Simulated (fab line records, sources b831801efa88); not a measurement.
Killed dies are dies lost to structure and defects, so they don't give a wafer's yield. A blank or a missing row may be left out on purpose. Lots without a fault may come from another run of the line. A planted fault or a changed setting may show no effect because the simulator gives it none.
A struck lot beside a sound one | flow gf180mcu | 47 steps out of a route of 602
Sound: wafers L812.3, L812.4, L812.6. Struck: wafers L814.1, L814.3, L814.6. The cause comes at the end.
At each step with rows: each side's tool, then ch and its chambers, then its first start. Under that, the readings that differ: sound wafers | struck wafers | difference of the means | sigmas: that difference in standard deviations of wafers without a fault.
alike: readings whose means differ by less than 2 such deviations, and words and numbers that are the same on both sides. not compared: withheld readings, readings that some wafer has no value for, bounds like >300 that may hide the same value, and numbers for which the record gives no deviation and whose values overlap.
The two part at a step that has a row with sigmas, a row that says differs or no value, or rows on one side only. Numbers that don't overlap but have no deviation are shown without sigmas and don't part them. A reading that every wafer of one side lacks parts them only if that side has two wafers or more.

first, 5 steps without rows for these wafers: GF_NWELL_COAT_02 (resist thk 3000 nm); GF_NWELL_SOFTBAKE_03; GF_NWELL_EXPOSE_04 (exposes mask Nwell, target cd 860 nm); GF_NWELL_PEB_05; GF_NWELL_DEVELOP_06 (develop time 60 s).
GF_NWELL_OVL_MEAS_07:
  sound on overlay-02, day 6 22:31; struck on overlay-01, day 7 08:32
  alike: NWELL_OVL
then, 2 steps without rows for these wafers: GF_NWELL_IMPLANT_08; GF_NWELL_IMPLANT_09.
GF_NWELL_STRIP_10: strips in O2/N2.
  sound on plasma_asher-04 ch 0,1, day 6 22:52; struck on plasma_asher-04 ch 0, day 7 08:53
  alike: drypump_motor_current_A, heater_power_w, n2_flow_sccm, oes_product_au, strip_time_to_endpoint_s
  not compared: rf_hours_counter_h
GF_NWELL_TW_MEAS_11:
  sound on film_metro-02, day 6 22:57; struck on film_metro-03, day 7 08:59
  alike: NWELL_TW
then, 2 steps without rows for these wafers: GF_LVPWELL_DEHYDRATE_00 (time 60 s); GF_LVPWELL_HMDS_01 (prime time 60 s).
GF_LVPWELL_COAT_02: resist thk 3000 nm.
  sound on litho_track-03 ch 0, day 7 06:38; struck on litho_track-01, day 7 16:26
  no value came back on the struck wafers for chill_plate_temp_C (C), dispense_pressure_kPa (kPa); on the sound wafers chill_plate_temp_C (C) reads 23.00 22.92 22.94
then, 4 steps without rows for these wafers: GF_LVPWELL_SOFTBAKE_03; GF_LVPWELL_EXPOSE_04 (exposes mask LVPWELL, target cd 600 nm); GF_LVPWELL_PEB_05; GF_LVPWELL_DEVELOP_06 (develop time 60 s).
GF_LVPWELL_OVL_MEAS_07:
  sound on overlay-02, day 7 14:34; struck on overlay-02, day 8 00:35
  reading          | sound        | struck | difference                    | sigmas
  LVPWELL_OVL (nm) | 1.3 1.6 -0.2 | - - -  | no value on the struck wafers |
then, 2 steps without rows for these wafers: GF_LVPWELL_IMPLANT_08; GF_LVPWELL_IMPLANT_09.
GF_LVPWELL_STRIP_10: strips in O2/N2.
  sound on plasma_asher-01 ch 0,1, day 7 14:55; struck on plasma_asher-02 ch 0,1, day 8 00:56
  no value came back on the struck wafers for oes_product_au (a.u.), strip_time_to_endpoint_s (s); on the sound wafers oes_product_au (a.u.) reads 0.721 0.724 0.718
  alike: drypump_motor_current_A, heater_power_w, n2_flow_sccm
  not compared: rf_hours_counter_h
GF_LVPWELL_TW_MEAS_11:
  sound on film_metro-02, day 7 15:00; struck on film_metro-01, day 8 01:02
  alike: LVPWELL_TW
then, 7 steps without rows for these wafers: GF_MVSD_DEHYDRATE_00 (time 60 s); GF_MVSD_HMDS_01 (prime time 60 s); GF_MVSD_COAT_02 (resist thk 3000 nm); GF_MVSD_SOFTBAKE_03; GF_MVSD_EXPOSE_04 (exposes mask MVSD, target cd 1000 nm); GF_MVSD_PEB_05; GF_MVSD_DEVELOP_06 (develop time 60 s).
GF_MVSD_OVL_MEAS_07:
  sound on overlay-01, day 8 07:10; struck on overlay-01, day 8 17:02
  alike: MVSD_OVL
then, 2 steps without rows for these wafers: GF_MVSD_IMPLANT_08; GF_MVSD_IMPLANT_09.
GF_MVSD_STRIP_10: strips in O2/N2.
  sound on plasma_asher-03 ch 0,1, day 8 07:31; struck on plasma_asher-01 ch 1, day 8 17:22
  alike: drypump_motor_current_A, heater_power_w, n2_flow_sccm, oes_product_au, strip_time_to_endpoint_s
  not compared: rf_hours_counter_h
GF_MVSD_TW_MEAS_11:
  sound on film_metro-03, day 8 07:36; struck on film_metro-02, day 8 17:28
  reading | sound          | struck         | difference | sigmas
  MVSD_TW | 1597 1587 1599 | 1616 1629 1625 | +29        | +3
then, 7 steps without rows for these wafers: GF_MVPSD_DEHYDRATE_00 (time 60 s); GF_MVPSD_HMDS_01 (prime time 60 s); GF_MVPSD_COAT_02 (resist thk 3000 nm); GF_MVPSD_SOFTBAKE_03; GF_MVPSD_EXPOSE_04 (exposes mask MVPSD, target cd 1000 nm); GF_MVPSD_PEB_05; GF_MVPSD_DEVELOP_06 (develop time 60 s).
GF_MVPSD_OVL_MEAS_07:
  sound on overlay-01, day 9 00:24; struck on overlay-01, day 9 10:26
  alike: MVPSD_OVL
GF_MVPSD_TW_MEAS_11:
  sound on film_metro-01, day 9 00:50; struck on film_metro-01, day 9 10:53
  reading  | sound       | struck      | difference | sigmas
  MVPSD_TW | 555 552 555 | 689 684 691 | +134       | +29
GF_VT_IMPLANT_TW_MEAS_10:
  sound on film_metro-04, day 9 17:46; struck on film_metro-02, day 10 03:38
  reading       | sound             | struck            | difference | sigmas
  VT_IMPLANT_TW | 569.4 569.3 569.7 | 706.0 704.1 700.3 | +134.0     | +56
GF_VT_IMPLANT_TW_MEAS_21:
  sound on film_metro-04, day 10 11:06; struck on film_metro-04, day 10 21:35
  reading         | sound          | struck         | difference | sigmas
  VT_IMPLANT_2_TW | 1226 1227 1219 | 1258 1253 1256 | +32        | +6
GF_VT_IMPLANT_TW_MEAS_32:
  sound on film_metro-04, day 11 05:13; struck on film_metro-04, day 11 16:17
  reading         | sound             | struck            | difference | sigmas
  VT_IMPLANT_3_TW | 271.3 272.2 269.8 | 577.6 577.4 578.1 | +306.6     | +99 or more
GF_VT_IMPLANT_TW_MEAS_43:
  sound on film_metro-04, day 12 00:00; struck on film_metro-03, day 12 10:32
  reading         | sound       | struck      | difference | sigmas
  VT_IMPLANT_4_TW | 697 700 695 | 792 793 796 | +96        | +28

WHERE THEY PART
First at GF_LVPWELL_COAT_02; last, within this record, at GF_VT_IMPLANT_TW_MEAS_43.

WHY: what the simulator had put in
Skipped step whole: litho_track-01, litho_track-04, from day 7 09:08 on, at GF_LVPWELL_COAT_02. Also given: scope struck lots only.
